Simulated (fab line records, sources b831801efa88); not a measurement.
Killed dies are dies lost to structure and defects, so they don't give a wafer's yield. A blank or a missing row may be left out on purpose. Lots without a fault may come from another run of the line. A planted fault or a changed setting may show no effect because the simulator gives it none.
Split-lot experiment | flow sfq_line | 5 lots, 23 wafers read, on a route of 325 steps

THE SPLIT
At SFQ_TRILAYER_M8_DEP_EVAP_196 (material Au, target thk 180 nm, time 900 s), the setting time_s was moved away from the recipe's 900 s on 5 of the 23 wafers read, by -9.6% to -8.5%. The other wafers ran this setting at the recipe's value.

FROM THE SPLIT TO THE READING: what the file shows between them, 1 step
- SFQ_M8_RS_MEAS_949: measures by four-point-probe

THE READING
M8_AU_THK, in nm, at SFQ_M8_THK_MEAS_950 (measures by xrf). Fault-free wafers of this fab line usually give 179.0 nm, standard deviation 2.6 nm.

wafer  | tool, chamber at the split | time_s as run, s | against the recipe | M8_AU_THK, nm | against lot-mates on the recipe
L080.2 | pvd_sputter-02, -          | 900              | recipe             | 178.7         | -
L080.3 | pvd_sputter-02, -          | 900              | recipe             | 176.6         | -
L080.4 | pvd_sputter-02, -          | 900              | recipe             | 179.4         | -
L080.5 | pvd_sputter-02, -          | 900              | recipe             | 178.5         | -
L080.6 | pvd_sputter-02, -          | 900              | recipe             | 178.0         | -
L081.1 | pvd_sputter-01, -          | 900              | recipe             | 180.4         | -
L081.2 | pvd_sputter-01, -          | 900              | recipe             | 176.2         | -
L081.3 | pvd_sputter-01, -          | 900              | recipe             | 182.6         | -
L082.1 | pvd_sputter-02, -          | 900              | recipe             | 177.8         | -
L082.2 | pvd_sputter-02, -          | 900              | recipe             | 179.5         | -
L082.3 | pvd_sputter-02, -          | 823.3            | -8.5%              | 165.8         | -13.3
L082.4 | pvd_sputter-02, -          | 823.3            | -8.5%              | 167.0         | -12.1
L082.5 | pvd_sputter-02, -          | 900              | recipe             | 180.1         | -
L084.1 | pvd_sputter-02, -          | 900              | recipe             | 182.2         | -
L084.2 | pvd_sputter-02, -          | 900              | recipe             | 180.7         | -
L084.4 | pvd_sputter-02, -          | 900              | recipe             | 180.7         | -
L084.5 | pvd_sputter-02, -          | 900              | recipe             | 180.6         | -
L084.6 | pvd_sputter-02, -          | 900              | recipe             | 179.8         | -
L085.1 | pvd_sputter-01, -          | 813.9            | -9.6%              | 161.5         | -14.7
L085.2 | pvd_sputter-01, -          | 900              | recipe             | 172.3         | -
L085.3 | pvd_sputter-01, -          | 813.9            | -9.6%              | 162.3         | -13.9
L085.5 | pvd_sputter-01, -          | 900              | recipe             | 180.1         | -
L085.6 | pvd_sputter-01, -          | 813.9            | -9.6%              | 163.1         | -13.1

THE FIT
A straight line over all 23 wafers: M8_AU_THK changes by +1.67 nm for each +1% of time_s; r = +0.95; the points scatter about the line by 2.3 nm.
The same after taking each lot's own level away (the mean of its wafers on the recipe; 23 wafers): +1.47 nm for each +1%; r = +0.96; scatter 1.7 nm.
On that fit, the largest move of time_s shifts the reading by 14 nm.
The lots' own levels span 176.20 to 180.80 nm, that is 1.8 times the standard deviation above.
So the lot-to-lot level changes the slope: the two fits differ.
Check: with one of the wafers moved furthest among these (-9.6%) left out of the fit, the line predicts -13.9 nm for it against its lot-mates. It came out at -14.7 nm against them.

OTHER SPLITS ON THESE WAFERS
These wafers also went through other splits before the reading. Each is held against what the fit with the lots' levels taken away leaves over:
other split on the same wafers                    | wafers away from the commonest value | r with M8_AU_THK (lot level and that fit taken away)
SFQ_TRILAYER_C5_LITHO_COAT_151 spin_rpm           | 8                                    | -0.27
SFQ_TRILAYER_M6_LITHO_COAT_159 resist_thk_nm      | 9                                    | +0.27
SFQ_TRILAYER_M6_BARC_OPEN_METAL_ETCH_206 icp_w    | 7                                    | -0.17
SFQ_TRILAYER_I6_CMP_CMP_166 leave_above_ref_nm    | 7                                    | -0.15
SFQ_TRILAYER_I6_VIA_LITHO_EXPOSE_170 dose_mj      | 4                                    | -0.16
SFQ_TRILAYER_I6_VIA_BARC_OPEN_VIA_ETCH_235 time_s | 8                                    | +0.11
SFQ_TRILAYER_M7_LITHO_COAT_177 spin_rpm           | 9                                    | +0.12
SFQ_TRILAYER_M7_ETCH_METAL_ETCH_180 time_s        | 4                                    | +0.11

THE WHOLE CHAIN: every reading that the file lists as answering this split, in the file's order
step                         | what it does                               | reading                                                                                | change (the file's fit)              | r (the file's)
SFQ_TRILAYER_M8_DEP_EVAP_196 | material Au, target thk 180 nm, time 900 s | Au_of_TRILAYER_M8_DEP_EVAP_196.thk_nm (the simulator's own value, which no gauge read) | +1.5 nm for each +1% of the setting  | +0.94
SFQ_M8_RS_MEAS_949           | measures by four-point-probe               | M8_AU_RS                                                                               | -0.00144 for each +1% of the setting | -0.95
SFQ_M8_THK_MEAS_950          | measures by xrf                            | M8_AU_THK                                                                              | +1.47 for each +1% of the setting    | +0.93

THE FILE'S OWN FIT
M8_AU_THK changes by +1.47 nm for each +1% of time_s, r = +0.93.
